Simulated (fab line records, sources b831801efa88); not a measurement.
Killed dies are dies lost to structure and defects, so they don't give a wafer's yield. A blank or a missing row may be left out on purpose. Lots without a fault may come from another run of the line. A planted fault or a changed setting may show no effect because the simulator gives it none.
fab line records | flow sky130
record lots=13 wafers=39 last_day=50
route steps=708 shown RES_XHIGH@340 METAL3@565 VIA3@576 PAD_OPEN@707
lots that met no fault: from a run of the same line without faults
start_h: hours from the record's first day to the start of the lot's first wafer shown | wait_h: hours since the lot's step before | " the same as in the row above | L1.1+2: a row that stands for several wafers | - no value, or no start given | * or withheld: withheld | < > ~ a bound
route shown NAME@n: a module of which the file shows steps, and the number in the route of the first | usual: mean/standard deviation of fault-free wafers | same: alike in all rows | chamber/n: place in a boat | sites: the reading at each site | _std_site: their standard deviation | _edge_site: outer sites' mean less inner sites' | radius_mm: how far each site lies from the wafer's centre | mask NAME#n: copy n | behind: the tool/chamber that last shaped the wafer | hold: why the lot was held/for how many hours/how that ended | device: the transistor (n, p or np) that didn't switch | end of line: the same wafers' tests at the end of the route | a step without rows: its recipe alone | killed: dies lost to structure and defects at the first sort, not the wafer's yield | map: a wafer's dies, x killed, . not, _ none there
set.NAME: the setting as run; set.NAME@STEP: as run at that earlier step | model.NAME: the simulator's own value behind a step, which no gauge read
steps of the route over a sample of lots; a table a step, a row a wafer
services: from which hour (start_h, from the record's first day; less than 0 if before it) a tool's chamber was out of use, for how many hours, and why
## steps
# step SKY_RES_XHIGH_STRIP_08
# recipe chemistry=O2/N2 power_w=1400 pressure_mtorr=1500 platen_temp_c=withheld o2_flow_sccm=3000 n2_flow_sccm=300 overash_fraction=0.5
# usual drypump_motor_current_A=5.7/0.3 o2_flow_sccm=2999/9.2 oes_product_au=0.710/0.0043 strip_time_to_endpoint_s=14.27/0.038
# columns lot.wafer tool chamber start_h wait_h drypump_motor_current_A o2_flow_sccm oes_product_au rf_hours_counter_h strip_time_to_endpoint_s
L608.1 plasma_asher-01 1 630.60 0.1 5.3 2994 0.714 52 14.26
L608.3 " 0 " " 5.8 2996 0.708 - 14.32
L608.6 " 0 " " 5.8 3003 0.710 - 14.33
L609.1 plasma_asher-02 1 633.66 0.1 5.5 3000 0.715 79 14.29
L609.3 " 1 " " 5.5 2983 0.718 - 14.28
L609.4 " 0 " " 6.1 2989 0.720 - 14.29
L611.2 plasma_asher-04 1 647.91 0.1 5.9 2979 0.702 94 14.30
L611.3 " 0 " " 5.5 3007 0.716 - 14.30
L611.4 " 1 " " 5.9 2987 0.712 - 14.31
L613.3 plasma_asher-01 0 666.29 0.1 5.8 2994 0.717 - 14.36
L613.4 " 1 " " 5.3 2992 0.712 - 14.33
L613.5 " 1 " " 5.3 3007 0.714 - 14.31
L615.2 plasma_asher-02 1 689.85 0.1 5.4 2980 0.708 82 14.19
L615.5 " 1 " " 5.4 3007 0.712 - 14.22
L615.6 " 0 " " 6.1 2999 0.709 - 14.25
L616.3 plasma_asher-02 1 700.92 0.1 5.5 3002 0.710 - 14.33
L616.4 " 0 " " 6.1 3001 0.714 - 14.32
L616.6 " 0 " " 6.1 3005 0.709 - 14.32
L617.1 plasma_asher-01 1 701.18 0.1 5.3 2998 0.708 60 14.24
L617.3 " 1 " " 5.3 2986 0.712 - 14.22
L617.5 " 1 " " 5.3 2985 0.710 - 14.26
L620.1 plasma_asher-02 1 726.96 0.1 5.5 3009 0.712 86 14.26
L620.2 " 0 " " 6.1 3003 0.716 86 14.32
L620.4 " 1 " " 5.5 3003 0.716 - 14.26
L621.4 plasma_asher-02 1 734.80 0.1 5.5 2986 0.705 - 14.29
L621.5 " 0 " " 6.1 2997 0.715 - 14.29
L621.6 " 1 " " 5.5 2985 0.702 - 14.29
L622.1 plasma_asher-02 0 749.01 0.1 6.1 2996 0.704 89 14.27
L622.3 " 0 " " 6.1 3009 0.710 - 14.32
L622.6 " 1 " " 5.5 2995 0.707 - 14.34
L623.3 plasma_asher-02 1 751.90 0.1 5.5 2985 0.710 - 14.22
L623.4 " 0 " " 6.1 3001 0.711 - 14.23
L623.5 " 1 " " 5.5 2997 0.706 - 14.24
L630.2 plasma_asher-04 1 811.95 0.1 6.0 2977 0.703 7 14.30
L630.3 " 1 " " 6.0 2995 0.712 - 14.31
L630.5 " 0 " " 5.5 2988 0.709 - 14.29
L628.2 plasma_asher-02 0 816.11 0.1 6.1 2996 0.718 95 14.29
L628.4 " 1 " " 5.5 3003 0.720 - 14.23
L628.6 " 1 " " 5.5 2996 0.710 - 14.27
# step SKY_METAL3_DESCUM_15
# recipe chemistry=O2 source_power_w=150 bias_power_w=0 pressure_mtorr=10 temp_c=40 time_s=8
# usual drypump_motor_current_A=5.90/0.29 oes_product_au=1.007/0.019
# columns lot.wafer tool chamber start_h wait_h drypump_motor_current_A oes_product_au rf_hours_counter_h
L608.1 rie_metal-02 0 912.07 0.0 5.89 0.989 10
L608.3 " 0 " " 5.85 0.992 -
L608.6 " 1 " " 6.12 0.980 -
L609.1 rie_metal-03 0 916.06 0.0 5.76 1.024 10
L609.3 " 0 " " 5.85 1.020 -
L609.4 " 1 " " 5.93 1.017 -
L611.2 rie_metal-02 0 928.26 0.0 5.86 1.005 11
L611.3 " 0 " " 5.84 1.008 -
L611.4 " 1 " " 6.10 0.988 -
L613.3 rie_metal-02 1 943.32 0.0 6.12 0.972 -
L613.4 " 0 " " 5.88 1.008 -
L613.5 " 0 " " 5.88 1.008 -
L615.2 rie_metal-01 1 963.92 0.0 6.47 1.003 11
L615.5 " 0 " " 5.18 0.986 -
L615.6 " 1 " " 6.47 0.998 -
L616.3 rie_metal-02 1 975.57 0.0 6.13 0.972 -
L616.4 " 0 " " 5.87 1.002 -
L616.6 " 1 " " 6.15 0.986 -
L617.1 rie_metal-02 1 976.29 0.0 6.11 0.993 12
L617.3 " 0 " " 5.85 0.999 -
L617.5 " 0 " " 5.85 0.997 -
L620.1 rie_metal-03 1 997.19 0.0 5.98 1.025 12
L620.2 " 0 " " 5.80 1.019 14
L620.4 " 0 " " 5.79 1.017 -
L621.4 rie_metal-03 1 1002.63 0.0 5.97 1.034 -
L621.5 " 1 " " 6.01 1.035 -
L621.6 " 0 " " 5.79 1.013 -
L622.1 rie_metal-03 0 1016.36 0.0 5.75 1.021 15
L622.3 " 0 " " 5.78 1.021 -
L622.6 " 1 " " 5.93 1.033 -
L623.3 rie_metal-03 1 1016.75 0.0 5.95 1.022 -
L623.4 " 0 " " 5.77 1.013 -
L623.5 " 1 " " 5.97 1.021 -
L630.2 rie_metal-01 0 1067.54 0.0 5.17 0.981 13
L630.3 " 1 " " 6.44 1.009 -
L630.5 " 0 " " 5.16 0.978 -
L628.2 rie_metal-03 0 1075.74 0.0 5.78 1.008 19
L628.4 " 0 " " 5.79 1.015 -
L628.6 " 0 " " 5.80 1.007 -
# step SKY_VIA3_BOW_MEAS_03
# recipe mode=bow
# usual VIA3_BOW=79/7.5
# columns lot.wafer tool chamber start_h wait_h VIA3_BOW[um]
L608.1 film_metro-01 - 913.53 0.2 75
L608.3 " - " " 83
L608.6 " - " " 83
L609.1 film_metro-02 - 917.55 0.2 77
L609.3 " - " " 88
L609.4 " - " " 79
L611.2 film_metro-01 - 929.81 0.2 71
L611.3 " - " " 83
L611.4 " - " " 88
L613.3 film_metro-04 - 944.80 0.2 87
L613.4 " - " " 84
L613.5 " - " " 80
L615.2 film_metro-04 - 965.43 0.2 85
L615.5 " - " " 77
L615.6 " - " " 69
L616.3 film_metro-04 - 977.09 0.3 86
L616.4 " - " " 81
L616.6 " - " " 75
L617.1 film_metro-01 - 977.73 0.2 94
L617.3 " - " " 95
L617.5 " - " " 67
L620.1 film_metro-04 - 998.67 0.1 75
L620.2 " - " " 86
L620.4 " - " " 83
L621.4 film_metro-04 - 1004.14 0.2 79
L621.5 " - " " 66
L621.6 " - " " 67
L622.1 film_metro-01 - 1017.84 0.1 77
L622.3 " - " " 90
L622.6 " - " " 89
L623.3 film_metro-01 - 1018.25 0.3 80
L623.4 " - " " 77
L623.5 " - " " 90
L630.2 film_metro-02 - 1069.00 0.2 69
L630.3 " - " " 79
L630.5 " - " " 80
L628.2 film_metro-02 - 1077.20 0.2 75
L628.4 " - " " 83
L628.6 " - " " 70
# step SKY_PAD_OPEN_BOW_MEAS_13
# recipe mode=bow
# usual PAD_OPEN_BOW=46/8.6
# columns lot.wafer tool chamber start_h wait_h PAD_OPEN_BOW[um]
L608.1 film_metro-03 - 1082.88 - 41
L608.3 " - " " 49
L608.6 " - " " 48
L609.1 film_metro-01 - 1088.60 - 43
L609.3 " - " " 55
L609.4 " - " " 48
L611.2 film_metro-02 - 1097.53 - 41
L611.3 " - " " 52
L611.4 " - " " 58
L613.3 film_metro-01 - 1109.40 - 50
L613.4 " - " " 47
L613.5 " - " " 45
L615.2 film_metro-03 - 1126.43 - 51
L615.5 " - " " 42
L615.6 " - " " 35
L616.3 film_metro-03 - 1136.43 - 57
L616.4 " - " " 52
L616.6 " - " " 46
L617.1 film_metro-03 - 1137.68 - 63
L617.3 " - " " 65
L617.5 " - " " 37
L620.1 film_metro-02 - 1153.36 - 39
L620.2 " - " " 50
L620.4 " - " " 45
L621.4 film_metro-01 - 1157.40 - 48
L621.5 " - " " 33
L621.6 " - " " 36
L622.1 film_metro-03 - 1168.00 - 46
L622.3 " - " " 59
L622.6 " - " " 57
L623.3 film_metro-03 - 1168.41 - 46
L623.4 " - " " 41
L623.5 " - " " 55
L630.2 film_metro-03 - 1203.28 - 37
L630.3 " - " " 46
L630.5 " - " " 50
L628.2 film_metro-02 - 1209.20 - 51
L628.4 " - " " 57
L628.6 " - " " 45
# step SKY_PAD_OPEN_PROBE_99
# usual killed_at_M0_to_M3=42/6.6 killed_at_M4_up=3.1/1.9 killed_at_contacts=24/5.6 killed_at_front_end=15/4.8 killed_at_other=0.3/0.48 killed_dies=84/10 killed_on_rim=16/3.9 killed_open=47/6.8 killed_short=37/6.8
# same gross_dies=492 killed_at_back_side=0
# columns lot.wafer tool chamber start_h wait_h killed_at_M0_to_M3 killed_at_M4_up killed_at_contacts killed_at_front_end killed_at_other killed_dies killed_on_rim killed_open killed_short
L620.1 prober-02 - 1153.48 0.1 41 2 26 11 0 80 13 42 38
L620.2 prober-02 - 1153.53 0.1 46 4 38 7 0 95 18 56 39
L620.4 prober-02 - 1153.63 0.2 45 2 29 16 0 92 11 44 48
L621.4 prober-01 - 1157.61 0.2 46 2 26 13 0 87 15 48 39
L621.5 prober-01 - 1157.66 0.2 39 0 22 7 72 140 14 38 30
L621.6 prober-01 - 1157.71 0.2 31 4 25 18 0 78 15 52 26
L622.1 prober-02 - 1168.12 0.1 32 5 11 12 64 124 12 44 16
L622.3 prober-02 - 1168.22 0.2 45 2 19 17 65 148 16 39 44
L622.6 prober-02 - 1168.37 0.2 51 4 6 16 1 78 16 40 37
L623.3 prober-01 - 1168.59 0.2 47 2 22 11 1 83 13 48 35
L623.4 prober-01 - 1168.64 0.2 45 3 15 11 63 137 14 39 35
L623.5 prober-01 - 1168.69 0.2 53 1 18 13 0 85 15 45 40
L628.2 prober-01 - 1209.35 0.1 46 4 34 6 0 90 21 54 36
L628.4 prober-01 - 1209.45 0.2 47 3 8 17 0 75 19 39 36
L628.6 prober-01 - 1209.55 0.2 38 3 20 16 0 77 16 41 36
# killed by level:class
L620.1 CONTACT:geometric_particle:open=13 VIA1:geometric_particle:open=13 METAL2:geometric_particle:short=11 CONTACT:geometric_particle:short=6 LI_CONTACT:geometric_particle:open=5 VIA2:geometric_particle:open=5 POLY_GATE:geometric_particle:short=4 VIA1:geometric_particle:short=4
L620.2 CONTACT:geometric_particle:open=14 VIA1:geometric_particle:open=13 LI_CONTACT:geometric_particle:open=9 CONTACT:geometric_particle:short=7 VIA2:geometric_particle:open=7 VIA1:geometric_particle:short=6 LOCAL_INTERCONNECT:geometric_particle:short=5 VIA3:geometric_particle:open=5
L620.4 VIA1:geometric_particle:open=13 CONTACT:geometric_particle:open=9 METAL2:geometric_particle:short=8 FIELD_ISO:geometric_particle:short=7 LI_CONTACT:geometric_particle:open=6 CONTACT:geometric_particle:short=6 METAL1:geometric_particle:short=6 VIA3:geometric_particle:open=6
L621.4 VIA1:geometric_particle:open=11 LI_CONTACT:geometric_particle:open=9 CONTACT:geometric_particle:open=8 VIA3:geometric_particle:open=7 LI_CONTACT:geometric_particle:short=6 VIA2:geometric_particle:open=6 POLY_GATE:geometric_particle:short=5 VIA1:geometric_particle:short=5
L621.5 RES_XHIGH:unspecified=72 VIA1:geometric_particle:open=10 CONTACT:geometric_particle:open=9 VIA2:geometric_particle:open=6 METAL2:geometric_particle:short=6 LI_CONTACT:geometric_particle:short=4 LOCAL_INTERCONNECT:geometric_particle:short=4 VIA3:geometric_particle:open=4
L621.6 LI_CONTACT:geometric_particle:open=11 CONTACT:geometric_particle:open=8 POLY_GATE:geometric_particle:open=7 VIA1:geometric_particle:open=7 METAL1:geometric_particle:short=6 VIA2:geometric_particle:open=5 VIA3:geometric_particle:open=5 VIA1:geometric_particle:short=4
L622.1 RES_XHIGH:unspecified=64 VIA1:geometric_particle:open=9 VIA3:geometric_particle:open=7 CONTACT:geometric_particle:open=5 FIELD_ISO:geometric_particle:open=4 POLY_GATE:geometric_particle:open=4 METAL2:geometric_particle:short=4 SPACER:geometric_particle:open=3
L622.3 RES_XHIGH:unspecified=65 VIA1:geometric_particle:open=10 CONTACT:geometric_particle:open=8 FIELD_ISO:geometric_particle:open=7 METAL1:geometric_particle:short=6 METAL2:geometric_particle:short=6 FIELD_ISO:geometric_particle:short=5 VIA1:geometric_particle:short=5
L622.6 VIA1:geometric_particle:open=13 VIA1:geometric_particle:short=7 METAL2:geometric_particle:short=7 METAL1:geometric_particle:short=6 VIA3:geometric_particle:short=6 VIA2:geometric_particle:open=5 SPACER:geometric_particle:short=5 VIA3:geometric_particle:open=5
L623.3 VIA1:geometric_particle:open=16 CONTACT:geometric_particle:open=9 VIA2:geometric_particle:open=9 VIA3:geometric_particle:short=6 CONTACT:geometric_particle:short=5 METAL1:geometric_particle:short=5 LI_CONTACT:geometric_particle:open=4 LOCAL_INTERCONNECT:geometric_particle:short=3
L623.4 RES_XHIGH:unspecified=63 VIA1:geometric_particle:short=8 VIA1:geometric_particle:open=7 CONTACT:geometric_particle:open=7 METAL1:geometric_particle:short=7 METAL2:geometric_particle:short=6 VIA2:geometric_particle:open=5 LI_CONTACT:geometric_particle:open=4
L623.5 VIA1:geometric_particle:open=12 METAL2:geometric_particle:short=8 VIA1:geometric_particle:short=8 VIA3:geometric_particle:open=8 CONTACT:geometric_particle:open=7 POLY_GATE:geometric_particle:open=5 METAL3:geometric_particle:short=5 METAL1:geometric_particle:short=4
L628.2 CONTACT:geometric_particle:open=14 VIA1:geometric_particle:open=14 LI_CONTACT:geometric_particle:open=6 METAL2:geometric_particle:short=6 VIA2:geometric_particle:open=5 LOCAL_INTERCONNECT:geometric_particle:short=5 VIA3:geometric_particle:open=5 CONTACT:geometric_particle:short=5
L628.4 VIA1:geometric_particle:open=8 VIA1:geometric_particle:short=8 VIA2:geometric_particle:open=7 POLY_GATE:geometric_particle:short=5 LI_CONTACT:geometric_particle:open=5 FIELD_ISO:geometric_particle:open=4 VIA3:geometric_particle:open=4 VIA3:geometric_particle:short=4
L628.6 LI_CONTACT:geometric_particle:open=9 POLY_GATE:geometric_particle:short=6 CONTACT:geometric_particle:open=6 METAL1:geometric_particle:short=6 VIA3:geometric_particle:open=6 FIELD_ISO:geometric_particle:open=5 VIA1:geometric_particle:open=5 METAL1:geometric_particle:open=4
## services
# columns tool chamber start_h hours kind
rie_metal-01 - 631.14 2.8 pm
rie_metal-03 - 637.93 0.6 repair
plasma_asher-01 - 640.54 2.8 pm
plasma_asher-02 - 646.47 9.9 repair
rie_metal-02 - 650.83 0.8 repair
plasma_asher-02 - 661.93 15.6 pm
plasma_asher-04 - 733.75 9.0 pm
plasma_asher-01 - 742.18 4.1 repair
rie_metal-02 1 745.86 2.0 repair
rie_metal-02 0 751.59 12.7 repair
rie_metal-02 1 759.12 2.1 repair
plasma_asher-04 - 760.96 0.4 repair
plasma_asher-01 - 791.68 1.6 repair
rie_metal-03 - 831.47 5.8 repair
plasma_asher-04 - 894.74 0.4 repair
plasma_asher-04 - 903.33 1.3 repair
plasma_asher-02 - 929.94 3.6 repair
rie_metal-01 1 938.43 16.3 repair
plasma_asher-04 - 975.69 2.8 pm
rie_metal-01 1 1020.24 4.8 repair
plasma_asher-04 - 1043.47 28.1 pm
plasma_asher-02 - 1055.25 9.0 pm
plasma_asher-02 - 1060.22 4.8 repair
plasma_asher-01 - 1065.00 15.6 pm
## key
first_sign step=SKY_PAD_OPEN_PROBE_99 reading=killed_at_other direction=up sigmas=66 usual=0.3 struck=66
effect step=SKY_PAD_OPEN_PROBE_99 reading=killed_dies direction=up sigmas=5.1 usual=84 struck=137
met_at SKY_RES_XHIGH_STRIP_08
struck_lots L621,L622,L623
struck_wafers L621.5,L622.1,L622.3,L623.4
tester_left_out L621,L622,L623
loop_trim step=SKY_METAL3_EXPOSE_10 setting=dose lots=L621,L623
not_acting_at SKY_METAL3_DESCUM_15,SKY_VIA3_BOW_MEAS_03,SKY_PAD_OPEN_BOW_MEAS_13
onset_between 726.96 734.80
fault kind=chamber_particle_source tool=plasma_asher-02 chamber=0 onset_h=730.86 steps=SKY_RES_XHIGH_STRIP_08 rate_per_visit_cm2=1.8182 end_h=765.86
# tester_left_out: of these lots the tester's yield and bins aren't shown, on N5 and GAA mostly nor the transistor test; their killed dies are dies lost to structure and defects alone, not to doping, threshold or leakage, so they don't give the yield
# loop_trim: a control loop set the setting to another value than it would have without faults
